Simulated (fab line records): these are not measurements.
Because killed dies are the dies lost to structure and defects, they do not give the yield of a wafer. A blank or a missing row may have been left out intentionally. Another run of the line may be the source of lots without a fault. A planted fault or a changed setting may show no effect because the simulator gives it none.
A struck lot beside a sound one || flow sfq line || 37 steps out of a route of 325
Sound: wafers L844.4, L844.5, L844.6. Struck: wafers L854.1, L854.5, L854.6. At the end, the cause is stated.
At each step with rows: each side's tool, then ch and its chambers, then its first start. Under that, the readings that differ: sound wafers || struck wafers || difference of the means || sigmas: that difference in standard deviations of wafers without a fault.
alike: readings with means less than 2 such deviations apart, plus words and numbers identical on both sides. not compared: withheld readings, readings lacking a value on some wafer, bounds such as >300 that could conceal the same value, and numbers that have no deviation in the record and whose values overlap.
The two part at a step that has a row with sigmas, a row that says differs or no value, or rows on one side only. Numbers that don't overlap but have no deviation are shown without sigmas and don't part them. A reading missing from all wafers of one side parts the sides only when that side holds two or more wafers.

first, 6 steps without rows for these wafers: SFQ_TRILAYER_M4_LITHO_COAT_098 (resist thk 62 nm); SFQ_TRILAYER_M4_LITHO_COAT_093 (resist thk 600 nm); SFQ_TRILAYER_M4_LITHO_SOFTBAKE_097; SFQ_TRILAYER_M4_LITHO_EXPOSE_094 (exposes mask M4, target cd 500 nm); SFQ_TRILAYER_M4_LITHO_PEB_096 (peb time 60 s); SFQ_TRILAYER_M4_LITHO_DEVELOP_095 (time 60 s).
SFQ_M4_OVL_MEAS_926:
  sound on overlay-01 at day 59 17:43; struck on overlay-01 at day 62 07:01
  alike: M4_OVL
SFQ_TRILAYER_M4_BARC_OPEN_METAL_ETCH_123: etches BARC in O2, target depth 125 nm, time 41.7 s.
  sound on rie metal-02 ch 0,1, day 59 17:45; struck on rie metal-04 ch 0,1, day 62 07:03
{"reading": "drypump motor current A (A)", "sound": "6.4 6.4 5.3", "struck": "5.2 5.2 5.3", "difference": -0.8, "sigmas": -2}
{"reading": "oes product au (a.u.)", "sound": "0.689 0.691 0.696", "struck": "0.679 0.682 0.683", "difference": -0.011, "sigmas": -2}
  not compared: rf hours counter h
then, 3 steps without rows for these wafers: SFQ_TRILAYER_M4_ETCH_METAL_ETCH_096 (etches Nb in Cl2/Ar, stops on SiO2, target depth 240 nm, time 120 s); SFQ_TRILAYER_M4_STRIP_STRIP_097 (strips in O2); SFQ_TRILAYER_M4_STRIP_SOLV_CLEAN_098 (cleans in NMP, time 600 s).
SFQ_TRILAYER_I4_DEP_PECVD_099: deposits SiO2 from SiH4/N2O, time 111.11 s, target thk 500 nm.
  sound on pecvd-01 ch 0,1,2, day 59 18:54; struck on pecvd-01 ch 0,1,2, day 62 08:01
  no value came back on the struck wafers for chamber pressure Torr (Torr), heater power outer w (W), heater power w (W), throttle valve pct (%); on the sound wafers chamber pressure Torr (Torr) reads 2.395 2.396 2.399
SFQ_TRILAYER_I4_CMP_CMP_100: polishes SiO2.
  sound on cmp-01 ch 2,3, day 60 04:52; struck on cmp-02 ch 2,3, day 62 19:26
{"reading": "time to endpoint s (s)", "sound": "217 213 211", "struck": "- - -", "difference": "no value on the struck wafers", "sigmas": ""}
  alike: motor current A, retaining ring pressure frac
SFQ_I4_BOW_MEAS_927:
  sound on film metro-02 at day 60 07:26; struck on film metro-01 at day 62 22:26
  alike: I4_BOW
SFQ_TRILAYER_I4_METRO_MEASURE_101:
  sound on film metro-02 at day 60 08:05; struck on film metro-01 at day 62 22:34
then, 6 steps without rows for these wafers: SFQ_TRILAYER_I4_VIA_LITHO_COAT_108 (resist thk 62 nm); SFQ_TRILAYER_I4_VIA_LITHO_COAT_103 (resist thk 650 nm); SFQ_TRILAYER_I4_VIA_LITHO_SOFTBAKE_107; SFQ_TRILAYER_I4_VIA_LITHO_EXPOSE_104 (exposes mask I4, target cd 700 nm); SFQ_TRILAYER_I4_VIA_LITHO_PEB_106 (peb time 60 s); SFQ_TRILAYER_I4_VIA_LITHO_DEVELOP_105 (time 60 s).
-- the record jumps here: 4 days lie between the struck wafers' starts before and after --
SFQ_I4_OVL_MEAS_928:
  sound on overlay-01 at day 64 16:53; struck on overlay-01 at day 67 01:31
  alike: I4_OVL
then, 1 step without rows for these wafers: SFQ_TRILAYER_I4_VIA_BARC_OPEN_VIA_ETCH_146 (etches BARC in O2, target depth 125 nm, time 41.7 s).
SFQ_TRILAYER_I4_VIA_ETCH_VIA_ETCH_106: etches SiO2 in CHF3, stops on Nb, target depth 260 nm.
  sound on rie diel-01 ch 1,2,3, day 64 16:56; struck on rie diel-03 ch 1,2, day 67 01:35
{"reading": "oes product au (a.u.)", "sound": "0.861 0.852 0.858", "struck": "0.379 0.373 0.374", "difference": -0.482, "sigmas": -94}
{"reading": "model.etch.depth nm (nm)", "sound": "201.4 199.6 200", "struck": "0 0 0", "difference": -200, "sigmas": ""}
  alike: drypump motor current A
SFQ_TRILAYER_I4_VIA_STRIP_STRIP_107: strips in O2.
  sound on rie metal-04 ch 0,1, day 64 17:16; struck on rie metal-04 ch 0,1, day 67 01:43
  alike: drypump motor current A, oes product au
  not compared: rf hours counter h
then, 2 steps without rows for these wafers: SFQ_TRILAYER_I4_VIA_STRIP_SOLV_CLEAN_108 (cleans in NMP, time 600 s); SFQ_TRILAYER_JJ_TRILAYER_DEP_PRE_CLEAN_113 (time 22.5 s).
SFQ_TRILAYER_JJ_TRILAYER_DEP_SPUTTER_109: material Nb, target thk 150 nm, time 100 s.
  sound on pvd sputter-04 at day 64 17:53; struck on pvd sputter-04 at day 67 02:31
  alike: throttle valve pct
SFQ_TRILAYER_JJ_TRILAYER_DEP_SPUTTER_110: material Al, target thk 8 nm, time 10 s.
  sound on pvd sputter-04 at day 64 17:57; struck on pvd sputter-04 at day 67 02:35
  alike: throttle valve pct
then, 2 steps without rows for these wafers: SFQ_TRILAYER_JJ_TRILAYER_DEP_AL_OXIDATION_111 (oxidation time 600 s); SFQ_TRILAYER_JJ_TRILAYER_DEP_SPUTTER_112 (material Nb, target thk 170 nm, time 113.3 s).
SFQ_JJ_RS_MEAS_929: the measuring method here is four-point-probe.
  sound on film metro-02 at day 64 19:07; struck on film metro-03 at day 67 03:41
  alike: JJ_NB_RS
then, 3 steps without rows for these wafers: SFQ_TRILAYER_JJ_CE_LITHO_COAT_119 (resist thk 62 nm); SFQ_TRILAYER_JJ_CE_LITHO_COAT_114 (resist thk 600 nm); SFQ_TRILAYER_JJ_CE_LITHO_SOFTBAKE_118.
-- the record jumps here: 4 days lie between the struck wafers' starts before and after --
SFQ_TRILAYER_JJ_CE_LITHO_EXPOSE_115: exposes mask J5, target cd 700 nm.
  struck on krf scanner-01, day 71 15:14; sound on krf scanner-01 ch 0, day 69 05:32
  no value came back on the struck wafers for exposure dose mJ cm2, focus offset nm (nm); on the sound wafers exposure dose mJ cm2 reads 14.402 14.398 14.407
  alike: mask
then, 1 step without rows for these wafers: SFQ_TRILAYER_JJ_CE_LITHO_PEB_117 (peb time 60 s).

WHERE THEY PART
Last at SFQ_TRILAYER_JJ_CE_LITHO_EXPOSE_115 as far as this record goes, first at SFQ_TRILAYER_M4_BARC_OPEN_METAL_ETCH_123.

WHY: what the simulator had put in
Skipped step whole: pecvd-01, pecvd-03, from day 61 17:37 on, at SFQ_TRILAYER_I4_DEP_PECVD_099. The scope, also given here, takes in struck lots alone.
